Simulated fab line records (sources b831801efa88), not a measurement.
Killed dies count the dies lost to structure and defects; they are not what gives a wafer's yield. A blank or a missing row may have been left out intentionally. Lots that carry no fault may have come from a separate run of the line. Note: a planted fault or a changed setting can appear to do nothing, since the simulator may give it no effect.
fab line records -- flow sky130
record: lots: 14, wafers: 42, lastDay: 50
route steps=708 shown NWELL@82 GATE_OXIDE@201 LDD_HVP@282 POLY_CUT@316
lots that met no fault: taken from a fault-free run of the same line
startH: hours from the record's opening day to when the first of the lot's shown wafers began -- waitH: how many hours have passed since the lot's step before this one -- " as in the row above -- L1.1+2: a single row standing in for several wafers -- - no value, or no start was given -- * or withheld: withheld -- < > ~ a bound
route shown NAME@n: a module of which the file shows steps, and the number in the route of the first -- usual: average and standard deviation across the fault-free wafers -- same: alike in all rows -- chamber/n: place in a boat -- sites: readings site by site -- _std_site: the standard deviation of these -- _edge_site: mean of outer sites minus mean of inner sites -- radiusMm: how far each site lies from the wafer's centre -- mask NAME#n: copy n -- behind: the tool/chamber that last shaped the wafer -- hold: the reason the lot was held/the length of the hold in hours/how it ended -- device: whichever transistor did not switch (one of n, p or np) -- end of line: the route-end tests of the same wafers -- step lacking rows: just its recipe -- killed: not the wafer's yield, but the dies lost to structure and defects at the first sort -- map: a wafer's dies, marking killed ones x, the rest . and places with no die _
set.NAME: the setting the step ran with; set.NAME@STEP: the setting that earlier step ran with -- model.NAME: the simulator's own value behind a step, which no gauge read
a sample of lots followed through the steps of the route, with each step as a table and each wafer as a row
services: a tool's chamber out of use, with start hour (startH, from the record's first day; less than 0 if before it), hours out, and reason
== steps ==
step: SKY_NWELL_RS_MEAS_29
recipe: thkMeasGauge: four-point-probe
usual: NWELL_RS: 625.5/1.7
lot.wafer,tool,chamber,startH,waitH,NWELL_RS[ohm/sq]
L788.2,filmMetro-02,-,104.59,0.1,625.6
L788.4,filmMetro-02,-,104.59,0.1,625.3
L788.5,filmMetro-02,-,104.59,0.1,627.1
L789.2,filmMetro-02,-,111.82,0.1,624.2
L789.4,filmMetro-02,-,111.82,0.1,622.0
L789.6,filmMetro-02,-,111.82,0.1,626.5
L791.2,filmMetro-02,-,124.05,0.1,624.5
L791.5,filmMetro-02,-,124.05,0.1,627.3
L791.6,filmMetro-02,-,124.05,0.1,628.6
L792.1,filmMetro-01,-,128.05,0.1,625.2
L792.5,filmMetro-01,-,128.05,0.1,626.6
L792.6,filmMetro-01,-,128.05,0.1,627.2
L794.1,filmMetro-01,-,140.53,0.1,625.5
L794.4,filmMetro-01,-,140.53,0.1,625.4
L794.5,filmMetro-01,-,140.53,0.1,626.4
L795.2,filmMetro-04,-,150.27,0.1,622.5
L795.5,filmMetro-04,-,150.27,0.1,621.1
L795.6,filmMetro-04,-,150.27,0.1,621.9
L796.3,filmMetro-01,-,152.44,0.1,625.6
L796.4,filmMetro-01,-,152.44,0.1,625.3
L796.5,filmMetro-01,-,152.44,0.1,625.5
L797.1,filmMetro-04,-,160.95,0.1,627.3
L797.5,filmMetro-04,-,160.95,0.1,625.0
L797.6,filmMetro-04,-,160.95,0.1,625.3
L798.3,filmMetro-02,-,164.09,0.1,626.1
L798.4,filmMetro-02,-,164.09,0.1,625.3
L798.5,filmMetro-02,-,164.09,0.1,624.3
L799.2,filmMetro-04,-,169.37,0.1,626.5
L799.3,filmMetro-04,-,169.37,0.1,628.5
L799.5,filmMetro-04,-,169.37,0.1,625.5
L807.1,filmMetro-01,-,218.90,0.1,624.0
L807.3,filmMetro-01,-,218.90,0.1,624.7
L807.6,filmMetro-01,-,218.90,0.1,623.3
L808.2,filmMetro-02,-,222.03,0.1,624.7
L808.3,filmMetro-02,-,222.03,0.1,623.9
L808.5,filmMetro-02,-,222.03,0.1,625.4
L810.1,filmMetro-01,-,243.20,0.1,625.7
L810.4,filmMetro-01,-,243.20,0.1,628.6
L810.6,filmMetro-01,-,243.20,0.1,626.8
L811.1,filmMetro-01,-,253.05,0.1,626.4
L811.4,filmMetro-01,-,253.05,0.1,627.2
L811.6,filmMetro-01,-,253.05,0.1,627.0
step: SKY_GATE_OXIDE_TW_MEAS_14
usual: GATE_OXIDE_TW: 224.4/1.4
lot.wafer,tool,chamber,startH,waitH,GATE_OXIDE_TW
L788.2,filmMetro-04,-,306.69,0.1,225.6
L788.4,filmMetro-04,-,306.69,0.1,225.8
L788.5,filmMetro-04,-,306.69,0.1,225.3
L789.2,filmMetro-04,-,321.05,0.1,227.2
L789.4,filmMetro-04,-,321.05,0.1,226.8
L789.6,filmMetro-04,-,321.05,0.1,227.6
L791.2,filmMetro-02,-,340.94,0.1,225.7
L791.5,filmMetro-02,-,340.94,0.1,226.0
L791.6,filmMetro-02,-,340.94,0.1,224.1
L792.1,filmMetro-04,-,345.92,0.1,222.0
L792.5,filmMetro-04,-,345.92,0.1,222.5
L792.6,filmMetro-04,-,345.92,0.1,222.0
L794.1,filmMetro-04,-,367.40,0.1,225.7
L794.4,filmMetro-04,-,367.40,0.1,222.7
L794.5,filmMetro-04,-,367.40,0.1,223.7
L795.2,filmMetro-04,-,376.45,0.1,224.4
L795.5,filmMetro-04,-,376.45,0.1,223.5
L795.6,filmMetro-04,-,376.45,0.1,223.9
L796.3,filmMetro-01,-,376.74,0.1,224.9
L796.4,filmMetro-01,-,376.74,0.1,224.7
L796.5,filmMetro-01,-,376.74,0.1,225.0
L797.1,filmMetro-02,-,392.21,0.1,224.9
L797.5,filmMetro-02,-,392.21,0.1,226.5
L797.6,filmMetro-02,-,392.21,0.1,225.9
L798.3,filmMetro-04,-,396.55,0.1,223.6
L798.4,filmMetro-04,-,396.55,0.1,223.6
L798.5,filmMetro-04,-,396.55,0.1,224.2
L799.2,filmMetro-04,-,405.59,0.1,223.3
L799.3,filmMetro-04,-,405.59,0.1,223.7
L799.5,filmMetro-04,-,405.59,0.1,223.4
L807.1,filmMetro-01,-,471.23,0.1,225.2
L807.3,filmMetro-01,-,471.23,0.1,224.3
L807.6,filmMetro-01,-,471.23,0.1,225.7
L808.2,filmMetro-04,-,478.35,0.1,222.7
L808.3,filmMetro-04,-,478.35,0.1,223.1
L808.5,filmMetro-04,-,478.35,0.1,222.1
L810.1,filmMetro-01,-,506.69,0.1,227.0
L810.4,filmMetro-01,-,506.69,0.1,226.0
L810.6,filmMetro-01,-,506.69,0.1,225.1
L811.1,filmMetro-04,-,517.74,0.1,223.7
L811.4,filmMetro-04,-,517.74,0.1,223.5
L811.6,filmMetro-04,-,517.74,0.1,224.5
step: SKY_LDD_HVP_EXPOSE_04
recipe: maskId: HVPTM, na: 0.6, sourceShape: conventional, sigmaOuter: 0.6, polarization: unpolarized, targetCdNm: 700, doseMj: 86
usual: exposureDoseMJCm2: 85.99/0.076, focusOffsetNm: 0.0/0.46, reticleTempC: 22.99/0.11
lot.wafer,tool,chamber,startH,waitH,mask,exposureDoseMJCm2,focusOffsetNm,reticleTempC
L788.2,ilineStepper-01,0,477.73,-,HVPTM#0,86.04,0.1,23.02
L788.4,ilineStepper-01,0,477.73,-,HVPTM#0,86.13,-0.3,22.92
L788.5,ilineStepper-01,0,477.73,-,HVPTM#0,86.02,0.8,23.01
L789.2,ilineStepper-01,0,495.25,-,HVPTM#0,85.93,-0.7,22.91
L789.4,ilineStepper-01,0,495.25,-,HVPTM#0,85.94,0.6,22.91
L789.6,ilineStepper-01,0,495.25,-,HVPTM#0,86.02,-0.5,22.98
L791.2,ilineStepper-01,0,521.45,-,HVPTM#0,85.96,0.1,22.93
L791.5,ilineStepper-01,0,521.45,-,HVPTM#0,85.96,0.4,22.91
L791.6,ilineStepper-01,0,521.45,-,HVPTM#0,86.03,0.4,22.87
L792.1,ilineStepper-02,0,524.34,-,HVPTM#0,86.04,-0.7,23.15
L792.5,ilineStepper-02,0,524.34,-,HVPTM#0,85.96,-0.5,22.93
L792.6,ilineStepper-02,0,524.34,-,HVPTM#0,86.05,-0.2,22.79
L794.1,ilineStepper-02,0,542.86,-,HVPTM#0,86.01,-0.1,22.88
L794.4,ilineStepper-02,0,542.86,-,HVPTM#0,86.13,0.0,22.92
L794.5,ilineStepper-02,0,542.86,-,HVPTM#0,85.99,0.1,22.91
L796.3,ilineStepper-01,0,554.28,-,HVPTM#0,85.96,-0.1,22.81
L796.4,ilineStepper-01,0,554.28,-,HVPTM#0,85.88,0.1,23.03
L796.5,ilineStepper-01,0,554.28,-,HVPTM#0,85.87,0.5,23.07
L795.2,ilineStepper-01,0,554.37,-,HVPTM#0,85.88,0.0,22.96
L795.5,ilineStepper-01,0,554.37,-,HVPTM#0,86.04,-0.3,22.80
L795.6,ilineStepper-01,0,554.37,-,HVPTM#0,86.09,0.2,22.93
L797.1,ilineStepper-02,-,569.17,-,HVPTM#0,-,-,-
L797.5,ilineStepper-02,-,569.17,-,HVPTM#0,-,-,-
L797.6,ilineStepper-02,-,569.17,-,HVPTM#0,-,-,-
L798.3,ilineStepper-02,-,577.20,-,HVPTM#0,-,-,-
L798.4,ilineStepper-02,-,577.20,-,HVPTM#0,-,-,-
L798.5,ilineStepper-02,-,577.20,-,HVPTM#0,-,-,-
L799.2,ilineStepper-01,0,580.06,-,HVPTM#0,85.93,0.2,22.89
L799.3,ilineStepper-01,0,580.06,-,HVPTM#0,86.01,0.8,23.10
L799.5,ilineStepper-01,0,580.06,-,HVPTM#0,86.09,0.6,22.95
L807.1,ilineStepper-02,0,645.08,-,HVPTM#0,85.85,0.3,23.31
L807.3,ilineStepper-02,0,645.08,-,HVPTM#0,86.05,0.0,23.20
L807.6,ilineStepper-02,0,645.08,-,HVPTM#0,85.91,-0.2,22.98
L808.2,ilineStepper-01,0,650.52,-,HVPTM#0,85.85,0.6,23.01
L808.3,ilineStepper-01,0,650.52,-,HVPTM#0,85.96,0.2,23.03
L808.5,ilineStepper-01,0,650.52,-,HVPTM#0,85.99,0.0,23.08
L810.1,ilineStepper-01,0,677.51,-,HVPTM#0,85.89,0.5,23.18
L810.4,ilineStepper-01,0,677.51,-,HVPTM#0,85.92,0.8,23.19
L810.6,ilineStepper-01,0,677.51,-,HVPTM#0,85.94,0.5,23.24
L811.1,ilineStepper-01,0,688.83,-,HVPTM#0,85.94,-0.3,22.95
L811.4,ilineStepper-01,0,688.83,-,HVPTM#0,85.91,0.7,22.86
L811.6,ilineStepper-01,0,688.83,-,HVPTM#0,85.99,0.1,23.00
step: SKY_POLY_CUT_OVL_MEAS_09
usual: POLY_CUT_OVL: 1/6.7
lot.wafer,tool,chamber,startH,waitH,POLY_CUT_OVL[nm]
L788.2,overlay-02,-,558.38,0.1,-9
L788.4,overlay-02,-,558.38,0.1,-3
L788.5,overlay-02,-,558.38,0.1,-3
L789.2,overlay-02,-,575.58,0.1,-6
L789.4,overlay-02,-,575.58,0.1,-9
L789.6,overlay-02,-,575.58,0.1,-6
L791.2,overlay-02,-,599.36,0.1,3
L791.5,overlay-02,-,599.36,0.1,-6
L791.6,overlay-02,-,599.36,0.1,3
L792.1,overlay-01,-,601.07,0.1,-8
L792.5,overlay-01,-,601.07,0.1,-8
L792.6,overlay-01,-,601.07,0.1,0
L794.1,overlay-02,-,618.95,0.1,24
L794.4,overlay-02,-,618.95,0.1,12
L794.5,overlay-02,-,618.95,0.1,15
L796.3,overlay-01,-,629.59,0.1,9
L796.4,overlay-01,-,629.59,0.1,5
L796.5,overlay-01,-,629.59,0.1,9
L795.2,overlay-02,-,630.53,0.1,3
L795.5,overlay-02,-,630.53,0.1,-1
L795.6,overlay-02,-,630.53,0.1,0
L797.1,overlay-02,-,644.17,0.1,6
L797.5,overlay-02,-,644.17,0.1,1
L797.6,overlay-02,-,644.17,0.1,4
L798.3,overlay-01,-,653.96,0.1,-3
L798.4,overlay-01,-,653.96,0.1,-9
L798.5,overlay-01,-,653.96,0.1,-4
L799.2,overlay-02,-,654.91,0.1,1
L799.3,overlay-02,-,654.91,0.1,-1
L799.5,overlay-02,-,654.91,0.1,-9
L807.1,overlay-01,-,719.62,0.1,10
L807.3,overlay-01,-,719.62,0.1,11
L807.6,overlay-01,-,719.62,0.1,9
L808.2,overlay-02,-,722.86,0.1,4
L808.3,overlay-02,-,722.86,0.1,4
L808.5,overlay-02,-,722.86,0.1,2
L810.1,overlay-02,-,750.58,0.1,8
L810.4,overlay-02,-,750.58,0.1,6
L810.6,overlay-02,-,750.58,0.1,10
L811.1,overlay-01,-,761.12,0.1,11
L811.4,overlay-01,-,761.12,0.1,13
L811.6,overlay-01,-,761.12,0.1,15
== services ==
tool,chamber,startH,hours,kind
ilineStepper-01,-,507.52,5.6,repair
ilineStepper-02,-,547.23,8.9,pm
ilineStepper-01,-,558.61,18.3,repair
ilineStepper-01,-,576.88,1.7,pm
ilineStepper-01,-,583.49,2.1,pm
ilineStepper-01,-,585.57,-,consumableReplace:lamp
ilineStepper-02,-,593.69,1.7,pm
== key ==
firstSign: step: SKY_LDD_HVP_EXPOSE_04, reading: toolRecord, direction: missing
effect none on later readings
metAt SKY_LDD_HVP_EXPOSE_04
struckLots L797,L798
sortLeftOut L797.1,L797.5,L797.6,L798.3,L798.4,L798.5
testerLeftOut L797,L798
notActingAt SKY_NWELL_RS_MEAS_29,SKY_GATE_OXIDE_TW_MEAS_14,SKY_POLY_CUT_OVL_MEAS_09
onsetBetween 542.86 569.17
fault: kind: skippedStepWhole, tool: ilineStepper-02, chamber: -, onsetH: 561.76, steps: SKY_LDD_HVP_EXPOSE_04, scope: struckLotsOnly
testerLeftOut: of these lots the tester's yield and bins aren't shown, on N5 and GAA mostly nor the transistor test; their killed dies are dies lost to structure and defects alone, not to doping, threshold or leakage, so they don't give the yield
sortLeftOut: the simulated sort isn't trusted on such a fault, so these wafers' sort isn't shown, and their yield isn't known
